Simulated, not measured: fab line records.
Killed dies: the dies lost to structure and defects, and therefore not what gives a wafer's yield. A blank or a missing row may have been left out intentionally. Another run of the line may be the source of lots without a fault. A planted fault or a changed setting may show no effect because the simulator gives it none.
Struck lot and sound lot, side by side / flow sky130 / 25 steps out of a route of 708
Sound: the wafers L287.1, L287.2, L287.6. Struck: wafers L299.1, L299.4, L299.6. Last of all comes the cause.
Each step with rows lists, per side, the tool, then ch with its chambers, then its first start. Under that, the readings that differ: sound wafers / struck wafers / difference of the means / sigmas: that difference in standard deviations of wafers without a fault.
alike: readings with means less than 2 such deviations apart, plus words and numbers identical on both sides. not compared: withheld readings, readings lacking a value on some wafer, bounds such as >300 that could conceal the same value, and numbers that have no deviation in the record and whose values overlap.
A row with sigmas, a row that says differs or no value, or rows on one side alone: a step with any of these is where the two part. When numbers do not overlap yet have no deviation, they are printed without sigmas and do not part them. A reading missing from all wafers of one side parts the sides only when that side holds two or more wafers.

SKY_NWELL_RS_MEAS_31: a four-point-probe measurement.
  sound on filmMetro-03 at day 5 16:43; struck on filmMetro-02 at day 8 13:19
  alike: PWDE_RS
then, 7 steps without rows for these wafers: SKY_VT_ADJUST_HVTP_DEHYDRATE_00 (time 60 s); SKY_VT_ADJUST_HVTP_HMDS_01 (prime time 60 s); SKY_VT_ADJUST_HVTP_COAT_02 (resist thk 1140 nm); SKY_VT_ADJUST_HVTP_SOFTBAKE_03 (time 60 s); SKY_VT_ADJUST_HVTP_EXPOSE_04 (exposes mask HVTPM, target cd 380 nm); SKY_VT_ADJUST_HVTP_PEB_05; SKY_VT_ADJUST_HVTP_DEVELOP_06 (develop time 60 s).
SKY_VT_ADJUST_HVTP_CD_MEAS_07 targets a cd of 380 nm.
  sound on cdSem-02 at day 6 11:26; struck on cdSem-01 at day 9 10:40
  alike: cdNm
SKY_VT_ADJUST_HVTP_OVL_MEAS_08:
  sound on overlay-02 at day 6 11:33; struck on overlay-02 at day 9 10:47
  alike: VT_ADJUST_HVTP_OVL
after that, 1 step had no rows for these wafers: SKY_VT_ADJUST_HVTP_IMPLANT_09.
SKY_VT_ADJUST_HVTP_STRIP_10: strips in O2/N2.
  sound on plasmaAsher-04 ch 0,1, day 6 11:44; struck on plasmaAsher-04 ch 0,1, day 9 10:58
reading=oesProductAu (a.u.); sound=0.705 0.711 0.723; struck=0.933 0.944 0.938; difference=+0.225; sigmas=+50
reading=stripTimeToEndpointS (s); sound=14.14 14.13 14.15; struck=- - -; difference=no value on the struck wafers; sigmas=
reading=model.NOVOLAK_of_VT_ADJUST_HVTP_COAT_02.thkNm (nm); sound=0 0 0; struck=379.5 381.3 380; difference=+380.3; sigmas=
  alike: drypumpMotorCurrentA, o2FlowSccm
  not compared: rfHoursCounterH
SKY_VT_ADJUST_HVTP_TW_MEAS_11:
  sound on filmMetro-03 at day 6 11:50; struck on filmMetro-02 at day 9 11:04
  alike: VT_ADJUST_HVTP_TW
then, 7 steps without rows for these wafers: SKY_VT_ADJUST_LVTN_DEHYDRATE_00 (time 60 s); SKY_VT_ADJUST_LVTN_HMDS_01 (prime time 60 s); SKY_VT_ADJUST_LVTN_COAT_02 (resist thk 3000 nm); SKY_VT_ADJUST_LVTN_SOFTBAKE_03; SKY_VT_ADJUST_LVTN_EXPOSE_04 (exposes mask NWM COMPLEMENT LESS NATIVE, target cd 840 nm); SKY_VT_ADJUST_LVTN_PEB_05; SKY_VT_ADJUST_LVTN_DEVELOP_06 (develop time 60 s).
SKY_VT_ADJUST_LVTN_OVL_MEAS_07:
  sound on overlay-01 at day 7 06:50; struck on overlay-02 at day 10 09:01
  alike: VT_ADJUST_LVTN_OVL
after that, 1 step had no rows for these wafers: SKY_VT_ADJUST_LVTN_IMPLANT_08.
SKY_VT_ADJUST_LVTN_STRIP_09: strips in O2/N2.
  sound on plasmaAsher-03 ch 0,1, day 7 07:01; struck on plasmaAsher-02 ch 0,1, day 10 09:12
reading=stripTimeToEndpointS (s); sound=36.83 36.75 36.86; struck=42.41 42.40 42.40; difference=+5.59; sigmas=+47
  alike: drypumpMotorCurrentA, o2FlowSccm, oesProductAu
  not compared: rfHoursCounterH
SKY_VT_ADJUST_LVTN_TW_MEAS_10:
  sound on filmMetro-04 at day 7 07:07; struck on filmMetro-03 at day 10 09:18
reading=VT_ADJUST_LVTN_TW; sound=245.1 245.8 244.3; struck=29.9 29.9 29.8; difference=-215.2; sigmas=-98
then, 1 step without rows for these wafers: SKY_VT_ADJUST_LVTN_DEHYDRATE_11 (time 60 s).

== WHERE THEY PART ==
First at SKY_VT_ADJUST_HVTP_STRIP_10; last, within this record, at SKY_VT_ADJUST_LVTN_TW_MEAS_10.

WHY: whatever the simulator had introduced
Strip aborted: plasmaAsher-04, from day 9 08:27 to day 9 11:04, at SKY_VT_ADJUST_HVTP_STRIP_10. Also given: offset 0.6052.
